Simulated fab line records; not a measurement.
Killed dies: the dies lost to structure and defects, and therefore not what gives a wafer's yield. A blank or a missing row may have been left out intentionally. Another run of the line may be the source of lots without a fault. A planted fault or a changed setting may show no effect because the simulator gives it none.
Which tool is to blame? / flow gf180mcu / Sampling: 24 lots, 72 wafers, 5 of 602 route steps

== WHAT EACH GAUGE READ, for each wafer ==
GF_M3_RS_MEAS_05: measurement is done with a four-point probe.
lot=L074; measured=day 20 01:17; on=film_metro-02; M3_ALCU_RS (ohm/sq)=0.0704 0.0708 0.0701
lot=L075; measured=day 20 14:13; on=film_metro-04; M3_ALCU_RS (ohm/sq)=0.0686 0.0688 0.0691
lot=L076; measured=day 20 15:43; on=film_metro-02; M3_ALCU_RS (ohm/sq)=0.0702 0.0696 0.0700
lot=L077; measured=day 21 10:49; on=film_metro-04; M3_ALCU_RS (ohm/sq)=0.0691 0.0692 0.0687
lot=L078; measured=day 21 17:04; on=film_metro-02; M3_ALCU_RS (ohm/sq)=0.0683 0.0685 0.0691
lot=L081; measured=day 22 20:20; on=film_metro-04; M3_ALCU_RS (ohm/sq)=0.0695 0.0686 0.0692
lot=L079; measured=day 22 22:32; on=film_metro-01; M3_ALCU_RS (ohm/sq)=0.0688 0.0696 0.0692
lot=L080; measured=day 22 22:50; on=film_metro-04; M3_ALCU_RS (ohm/sq)=0.0695 0.0698 0.0691
lot=L082; measured=day 23 07:44; on=film_metro-02; M3_ALCU_RS (ohm/sq)=0.0682 0.0683 0.0692
lot=L083; measured=day 23 21:37; on=film_metro-04; M3_ALCU_RS (ohm/sq)=0.0695 0.0685 0.0692
lot=L084; measured=day 23 23:27; on=film_metro-04; M3_ALCU_RS (ohm/sq)=0.0702 0.0704 0.0703
lot=L085; measured=day 24 10:35; on=film_metro-01; M3_ALCU_RS (ohm/sq)=0.0692 0.0701 0.0688
lot=L086; measured=day 24 15:37; on=film_metro-04; M3_ALCU_RS (ohm/sq)=0.0700 0.0693 0.0696
lot=L087; measured=day 25 13:41; on=film_metro-02; M3_ALCU_RS (ohm/sq)=0.0690 0.0690 0.0682
lot=L088; measured=day 25 16:24; on=film_metro-01; M3_ALCU_RS (ohm/sq)=0.0705 0.0704 0.0706
lot=L089; measured=day 26 03:57; on=film_metro-02; M3_ALCU_RS (ohm/sq)=0.0702 0.0690 0.0691
lot=L091; measured=day 26 15:28; on=film_metro-04; M3_ALCU_RS (ohm/sq)=0.0696 0.0689 0.0689
lot=L090; measured=day 26 16:55; on=film_metro-01; M3_ALCU_RS (ohm/sq)=0.0694 0.0693 0.0698
lot=L092; measured=day 26 19:59; on=film_metro-01; M3_ALCU_RS (ohm/sq)=0.0692 0.0692 0.0700
lot=L093; measured=day 27 11:20; on=film_metro-04; M3_ALCU_RS (ohm/sq)=0.0685 0.0684 0.0685
lot=L094; measured=day 27 11:39; on=film_metro-01; M3_ALCU_RS (ohm/sq)=0.0678 0.0676 0.0696
lot=L095; measured=day 27 19:17; on=film_metro-01; M3_ALCU_RS (ohm/sq)=0.0680 0.0683 0.0678
lot=L096; measured=day 27 21:02; on=film_metro-02; M3_ALCU_RS (ohm/sq)=0.0681 0.0688 0.0691
lot=L097; measured=day 28 09:20; on=film_metro-02; M3_ALCU_RS (ohm/sq)=0.0697 0.0693 0.0690

GF_V3_CD_MEAS_14 targets a cd of 260 nm.
lot=L074; measured=day 22 02:41; on=cd_sem-01; cd_nm (nm)=259.9 260.6 259.3
lot=L075; measured=day 22 15:10; on=cd_sem-01; cd_nm (nm)=261.3 261.1 260.5
lot=L076; measured=day 22 17:21; on=cd_sem-01; cd_nm (nm)=257.9 259.5 259.1
lot=L077; measured=day 23 10:56; on=cd_sem-02; cd_nm (nm)=258.2 257.1 258.9
lot=L078; measured=day 23 17:07; on=cd_sem-01; cd_nm (nm)=262.2 262.0 261.6
lot=L081; measured=day 24 18:38; on=cd_sem-01; cd_nm (nm)=259.8 260.4 260.9
lot=L079; measured=day 24 19:49; on=cd_sem-01; cd_nm (nm)=260.6 260.1 260.5
lot=L080; measured=day 24 20:16; on=cd_sem-02; cd_nm (nm)=260.1 258.4 259.2
lot=L082; measured=day 25 05:43; on=cd_sem-01; cd_nm (nm)=260.3 260.8 260.7
lot=L083; measured=day 25 18:23; on=cd_sem-01; cd_nm (nm)=261.6 262.7 263.0
lot=L084; measured=day 25 18:59; on=cd_sem-01; cd_nm (nm)=260.6 259.8 260.2
lot=L085; measured=day 26 09:31; on=cd_sem-01; cd_nm (nm)=262.4 262.2 261.1
lot=L086; measured=day 26 12:01; on=cd_sem-02; cd_nm (nm)=261.3 261.4 259.2
lot=L087; measured=day 27 08:40; on=cd_sem-02; cd_nm (nm)=261.3 260.7 261.2
lot=L088; measured=day 27 11:44; on=cd_sem-01; cd_nm (nm)=259.6 259.4 260.6
lot=L089; measured=day 27 21:53; on=cd_sem-02; cd_nm (nm)=259.5 257.4 258.8
lot=L091; measured=day 28 10:19; on=cd_sem-01; cd_nm (nm)=260.6 260.3 261.3
lot=L090; measured=day 28 11:24; on=cd_sem-01; cd_nm (nm)=262.4 261.0 260.9
lot=L092; measured=day 28 13:12; on=cd_sem-02; cd_nm (nm)=259.1 259.3 259.0
lot=L093; measured=day 29 03:22; on=cd_sem-01; cd_nm (nm)=259.9 260.9 259.8
lot=L094; measured=day 29 04:20; on=cd_sem-02; cd_nm (nm)=262.4 262.1 262.3
lot=L095; measured=day 29 11:32; on=cd_sem-02; cd_nm (nm)=257.2 258.1 258.2
lot=L096; measured=day 29 12:22; on=cd_sem-02; cd_nm (nm)=260.9 261.7 261.3
lot=L097; measured=day 30 00:50; on=cd_sem-01; cd_nm (nm)=257.8 258.7 258.1

GF_M4_RS_MEAS_05: measurement is done with a four-point probe.
lot=L074; measured=day 22 04:25; on=film_metro-04; M4_ALCU_RS (ohm/sq)=0.0687 0.0699 0.0687
lot=L075; measured=day 22 16:54; on=film_metro-02; M4_ALCU_RS (ohm/sq)=0.0698 0.0698 0.0701
lot=L076; measured=day 22 19:05; on=film_metro-04; M4_ALCU_RS (ohm/sq)=0.0709 0.0710 0.0706
lot=L077; measured=day 23 12:40; on=film_metro-02; M4_ALCU_RS (ohm/sq)=0.0698 0.0698 0.0696
lot=L078; measured=day 23 18:50; on=film_metro-04; M4_ALCU_RS (ohm/sq)=0.0695 0.0693 0.0695
lot=L081; measured=day 24 20:25; on=film_metro-04; M4_ALCU_RS (ohm/sq)=0.0683 0.0683 0.0687
lot=L079; measured=day 24 21:52; on=film_metro-04; M4_ALCU_RS (ohm/sq)=0.0696 0.0694 0.0700
lot=L080; measured=day 24 22:26; on=film_metro-02; M4_ALCU_RS (ohm/sq)=0.0676 0.0678 0.0680
lot=L082; measured=day 25 07:26; on=film_metro-03; M4_ALCU_RS (ohm/sq)=0.0695 0.0694 0.0698
lot=L083; measured=day 25 20:08; on=film_metro-03; M4_ALCU_RS (ohm/sq)=0.0712 0.0698 0.0703
lot=L084; measured=day 25 20:44; on=film_metro-02; M4_ALCU_RS (ohm/sq)=0.0676 0.0678 0.0675
lot=L085; measured=day 26 11:16; on=film_metro-04; M4_ALCU_RS (ohm/sq)=0.0691 0.0701 0.0699
lot=L086; measured=day 26 13:45; on=film_metro-02; M4_ALCU_RS (ohm/sq)=0.0696 0.0693 0.0690
lot=L087; measured=day 27 11:02; on=film_metro-02; M4_ALCU_RS (ohm/sq)=0.0697 0.0692 0.0700
lot=L088; measured=day 27 14:19; on=film_metro-03; M4_ALCU_RS (ohm/sq)=0.0689 0.0688 0.0690
lot=L089; measured=day 27 23:37; on=film_metro-03; M4_ALCU_RS (ohm/sq)=0.0699 0.0700 0.0698
lot=L091; measured=day 28 12:02; on=film_metro-03; M4_ALCU_RS (ohm/sq)=0.0704 0.0703 0.0700
lot=L090; measured=day 28 13:11; on=film_metro-02; M4_ALCU_RS (ohm/sq)=0.0692 0.0697 0.0692
lot=L092; measured=day 28 14:56; on=film_metro-03; M4_ALCU_RS (ohm/sq)=0.0700 0.0699 0.0692
lot=L093; measured=day 29 05:08; on=film_metro-02; M4_ALCU_RS (ohm/sq)=0.0697 0.0691 0.0701
lot=L094; measured=day 29 06:17; on=film_metro-04; M4_ALCU_RS (ohm/sq)=0.0703 0.0699 0.0701
lot=L095; measured=day 29 13:19; on=film_metro-04; M4_ALCU_RS (ohm/sq)=0.0693 0.0694 0.0696
lot=L096; measured=day 29 14:08; on=film_metro-02; M4_ALCU_RS (ohm/sq)=0.0700 0.0697 0.0701
lot=L097; measured=day 30 02:35; on=film_metro-03; M4_ALCU_RS (ohm/sq)=0.0696 0.0697 0.0696

== TOOL THAT RAN EACH LOT (tool first, then ch and the chambers of the sampled wafers, then the start) ==
lot=L074; GF_M1_SPUTTER_02=pvd_sputter-03, day 15 21:43; GF_M2_SPUTTER_00=pvd_sputter-04, day 17 21:25
lot=L075; GF_M1_SPUTTER_02=pvd_sputter-02, day 16 09:12; GF_M2_SPUTTER_00=pvd_sputter-02, day 18 10:08
lot=L076; GF_M1_SPUTTER_02=pvd_sputter-02, day 16 10:52; GF_M2_SPUTTER_00=pvd_sputter-01, day 18 11:59
lot=L077; GF_M1_SPUTTER_02=pvd_sputter-01, day 17 05:10; GF_M2_SPUTTER_00=pvd_sputter-04, day 19 07:16
lot=L078; GF_M1_SPUTTER_02=pvd_sputter-02, day 17 12:18; GF_M2_SPUTTER_00=pvd_sputter-02, day 19 14:16
lot=L081; GF_M1_SPUTTER_02=pvd_sputter-01, day 18 15:11; GF_M2_SPUTTER_00=pvd_sputter-01, day 20 18:13
lot=L079; GF_M1_SPUTTER_02=pvd_sputter-02, day 18 16:49; GF_M2_SPUTTER_00=pvd_sputter-02, day 20 19:34
lot=L080; GF_M1_SPUTTER_02=pvd_sputter-01, day 18 17:55; GF_M2_SPUTTER_00=pvd_sputter-01, day 20 20:52
lot=L082; GF_M1_SPUTTER_02=pvd_sputter-02, day 19 01:47; GF_M2_SPUTTER_00=pvd_sputter-01, day 21 04:55
lot=L083; GF_M1_SPUTTER_02=pvd_sputter-01, day 19 17:10; GF_M2_SPUTTER_00=pvd_sputter-02, day 21 20:52
lot=L084; GF_M1_SPUTTER_02=pvd_sputter-02, day 19 17:31; GF_M2_SPUTTER_00=pvd_sputter-01, day 21 21:28
lot=L085; GF_M1_SPUTTER_02=pvd_sputter-01, day 20 08:05; GF_M2_SPUTTER_00=pvd_sputter-02, day 22 10:05
lot=L086; GF_M1_SPUTTER_02=pvd_sputter-02, day 20 10:58; GF_M2_SPUTTER_00=pvd_sputter-02, day 22 13:47
lot=L087; GF_M1_SPUTTER_02=pvd_sputter-02, day 21 06:55; GF_M2_SPUTTER_00=pvd_sputter-01, day 23 09:50
lot=L088; GF_M1_SPUTTER_02=pvd_sputter-02, day 21 16:06; GF_M2_SPUTTER_00=pvd_sputter-02, day 23 16:46
lot=L089; GF_M1_SPUTTER_02=pvd_sputter-02, day 22 04:59; GF_M2_SPUTTER_00=pvd_sputter-01, day 24 05:28
lot=L091; GF_M1_SPUTTER_02=pvd_sputter-02, day 22 17:31; GF_M2_SPUTTER_00=pvd_sputter-04, day 24 17:39
lot=L090; GF_M1_SPUTTER_02=pvd_sputter-01, day 22 18:12; GF_M2_SPUTTER_00=pvd_sputter-01, day 24 18:26
lot=L092; GF_M1_SPUTTER_02=pvd_sputter-03, day 22 23:28; GF_M2_SPUTTER_00=pvd_sputter-02, day 24 23:05
lot=L093; GF_M1_SPUTTER_02=pvd_sputter-01, day 23 08:28; GF_M2_SPUTTER_00=pvd_sputter-01, day 25 13:04
lot=L094; GF_M1_SPUTTER_02=pvd_sputter-03, day 23 10:16; GF_M2_SPUTTER_00=pvd_sputter-02, day 25 13:09
lot=L095; GF_M1_SPUTTER_02=pvd_sputter-03, day 24 01:10; GF_M2_SPUTTER_00=pvd_sputter-01, day 25 22:33
lot=L096; GF_M1_SPUTTER_02=pvd_sputter-02, day 24 03:46; GF_M2_SPUTTER_00=pvd_sputter-01, day 26 00:42
lot=L097; GF_M1_SPUTTER_02=pvd_sputter-02, day 24 11:26; GF_M2_SPUTTER_00=pvd_sputter-01, day 26 12:25
- GF_M1_SPUTTER_02: material AlCu, target thk 450 nm, time 23.9 s.
- GF_M2_SPUTTER_00: material Ti, target thk 37.5 nm, time 150 s.

== AS READ BY THE TOOLS THEMSELVES (means over the sampled wafers that have a number; for cases with no such wafer, the mark the record gives instead) ==
GF_M1_SPUTTER_02.
lot=L074; tool=pvd_sputter-03; throttle_valve_pct (%)=29.0
lot=L075; tool=pvd_sputter-02; throttle_valve_pct (%)=30.2
lot=L076; tool=pvd_sputter-02; throttle_valve_pct (%)=30.4
lot=L077; tool=pvd_sputter-01; throttle_valve_pct (%)=30.3
lot=L078; tool=pvd_sputter-02; throttle_valve_pct (%)=30.9
lot=L081; tool=pvd_sputter-01; throttle_valve_pct (%)=31.6
lot=L079; tool=pvd_sputter-02; throttle_valve_pct (%)=29.9
lot=L080; tool=pvd_sputter-01; throttle_valve_pct (%)=31.3
lot=L082; tool=pvd_sputter-02; throttle_valve_pct (%)=31.0
lot=L083; tool=pvd_sputter-01; throttle_valve_pct (%)=30.2
lot=L084; tool=pvd_sputter-02; throttle_valve_pct (%)=30.8
lot=L085; tool=pvd_sputter-01; throttle_valve_pct (%)=30.7
lot=L086; tool=pvd_sputter-02; throttle_valve_pct (%)=30.5
lot=L087; tool=pvd_sputter-02; throttle_valve_pct (%)=29.9
lot=L088; tool=pvd_sputter-02; throttle_valve_pct (%)=30.8
lot=L089; tool=pvd_sputter-02; throttle_valve_pct (%)=30.2
lot=L091; tool=pvd_sputter-02; throttle_valve_pct (%)=30.3
lot=L090; tool=pvd_sputter-01; throttle_valve_pct (%)=31.6
lot=L092; tool=pvd_sputter-03; throttle_valve_pct (%)=29.6
lot=L093; tool=pvd_sputter-01; throttle_valve_pct (%)=30.1
lot=L094; tool=pvd_sputter-03; throttle_valve_pct (%)=29.0
lot=L095; tool=pvd_sputter-03; throttle_valve_pct (%)=29.1
lot=L096; tool=pvd_sputter-02; throttle_valve_pct (%)=30.5
lot=L097; tool=pvd_sputter-02; throttle_valve_pct (%)=30.2

GF_M2_SPUTTER_00.
lot=L074; tool=pvd_sputter-04; throttle_valve_pct (%)=28.5
lot=L075; tool=pvd_sputter-02; throttle_valve_pct (%)=30.5
lot=L076; tool=pvd_sputter-01; throttle_valve_pct (%)=30.2
lot=L077; tool=pvd_sputter-04; throttle_valve_pct (%)=29.2
lot=L078; tool=pvd_sputter-02; throttle_valve_pct (%)=30.5
lot=L081; tool=pvd_sputter-01; throttle_valve_pct (%)=30.7
lot=L079; tool=pvd_sputter-02; throttle_valve_pct (%)=29.8
lot=L080; tool=pvd_sputter-01; throttle_valve_pct (%)=29.3
lot=L082; tool=pvd_sputter-01; throttle_valve_pct (%)=29.4
lot=L083; tool=pvd_sputter-02; throttle_valve_pct (%)=30.9
lot=L084; tool=pvd_sputter-01; throttle_valve_pct (%)=30.1
lot=L085; tool=pvd_sputter-02; throttle_valve_pct (%)=29.8
lot=L086; tool=pvd_sputter-02; throttle_valve_pct (%)=30.0
lot=L087; tool=pvd_sputter-01; throttle_valve_pct (%)=30.5
lot=L088; tool=pvd_sputter-02; throttle_valve_pct (%)=29.5
lot=L089; tool=pvd_sputter-01; throttle_valve_pct (%)=30.9
lot=L091; tool=pvd_sputter-04; throttle_valve_pct (%)=29.7
lot=L090; tool=pvd_sputter-01; throttle_valve_pct (%)=30.0
lot=L092; tool=pvd_sputter-02; throttle_valve_pct (%)=30.6
lot=L093; tool=pvd_sputter-01; throttle_valve_pct (%)=30.8
lot=L094; tool=pvd_sputter-02; throttle_valve_pct (%)=30.6
lot=L095; tool=pvd_sputter-01; throttle_valve_pct (%)=30.2
lot=L096; tool=pvd_sputter-01; throttle_valve_pct (%)=30.3
lot=L097; tool=pvd_sputter-01; throttle_valve_pct (%)=30.9

== THE ANSWER, worked out from the rows above alone ==
Rule: what is usual is taken from the lots themselves. The widest of any qualifying gaps counts: lots, ordered by their means at a reading, are off when they make up no more than a third of the lots, leave a main group of 4 or more, and stand apart from it by 3 or more times the standard deviation of that group's means. A main group whose means are all the same, to the digits that the tables above print for the reading, isn't used. Also off: a lot with no number at a reading for which 4 or more lots have one. All remaining lots with rows at the step are treated as sound. First the gauges in route order, then the tools' own readings, where a lot's mean is used as printed above. The first step at which some lot is off is used, and at that step the reading that is off furthest; a lot without a number counts as furthest.
Nothing can be told from this: no lot is off at any reading shown.

== WHAT THE SIMULATOR HAD INSERTED ==
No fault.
